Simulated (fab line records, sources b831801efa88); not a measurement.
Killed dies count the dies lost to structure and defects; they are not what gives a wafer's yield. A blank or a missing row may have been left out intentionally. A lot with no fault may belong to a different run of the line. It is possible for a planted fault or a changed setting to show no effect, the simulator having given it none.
One fault through the eyes of 2 desks / flow gf180mcu / numbers are kept per desk, each desk with only its own; the story behind them comes last

== FROM THE METROLOGY DESK ==
What the gauges read for every lot (on any tool): the sampled wafers with a number, averaged. Any lot whose mean is over 4 standard deviations away from the usual mean is out of limits and marked OUT; that distance is given in the brackets.
Columns: A = LVPWELL_OVL at GF_LVPWELL_OVL_MEAS_07, usual 1.0 nm; B = LVPWELL_RS at GF_VT_IMPLANT_RS_MEAS_48, usual 1197.9 ohm/sq
lot=L913; first seen here=day 4 03:24; A=1.3; B=1198.4
lot=L915; first seen here=day 4 14:02; A=-0.6; B=1199.9
lot=L916; first seen here=day 4 20:09; A=1.2; B=1197.1
lot=L917; first seen here=day 4 23:37; A=2.8; B=1194.2
lot=L920; first seen here=day 5 19:04; A=0.1; B=1198.7
lot=L921; first seen here=day 6 01:08; A=0.8; B=1196.1
lot=L922; first seen here=day 6 06:18; A=1.4; B=1197.2
lot=L923; first seen here=day 6 09:56; A=1.8; B=1198.2
lot=L927; first seen here=day 7 10:57; A=-1.5; B=1201.0
lot=L928; first seen here=day 7 13:53; A=3.1; B=1193.7
lot=L929; first seen here=day 7 19:43; A=-0.4; B=1198.5
lot=L930; first seen here=day 8 02:11; A=1.3; B=1195.7
lot=L932; first seen here=day 8 13:14; A=0.2; B=1193.9
lot=L933; first seen here=day 8 17:25; A=1.2; B=1201.1
lot=L934; first seen here=day 9 00:44; A=2.5; B=1197.7
This desk's verdict: no lot among the 15 shows anything out of limits.

== AT THE TOOL OWNER'S DESK: iline-stepper-01 ==
The tool's own readings at GF_DUAL_GATE_EXPOSE_08 (exposes mask Dualgate, target cd 700 nm): means of the sampled wafers that have a number, for each lot that ran on this tool. Any lot whose mean is over 4 standard deviations away from the usual mean is out of limits and marked OUT; that distance is given in the brackets.
Columns: A = exposure-dose-mJ-cm2 at GF_DUAL_GATE_EXPOSE_08, usual 139.99; B = focus-offset-nm at GF_DUAL_GATE_EXPOSE_08, usual -0.1 nm
lot=L915; first seen here=day 8 20:20; A=140.03; B=-0.2
lot=L916; first seen here=day 9 04:33; A=140.03; B=-0.3
lot=L923; first seen here=day 11 01:49; A=140.07; B=-0.2
lot=L927; first seen here=day 12 08:31; A=139.95; B=-0.2
lot=L928; first seen here=day 12 11:10; A=140.03; B=-0.1
lot=L929; first seen here=day 12 19:21; A=139.99; B=-0.1
lot=L930; first seen here=day 13 04:28; A=140.06; B=0.0
lot=L932; first seen here=day 13 18:33; A=139.95; B=0.2
lot=L934; first seen here=day 14 12:44; A=139.94; B=0.1
This desk's verdict: no lot among the 9 shows anything out of limits.

== ALL TOGETHER ==
At the metrology desk, nothing out of limits was observed.
The tool owner's desk saw nothing out of limits.

== WHAT THE SIMULATOR PUT IN ==
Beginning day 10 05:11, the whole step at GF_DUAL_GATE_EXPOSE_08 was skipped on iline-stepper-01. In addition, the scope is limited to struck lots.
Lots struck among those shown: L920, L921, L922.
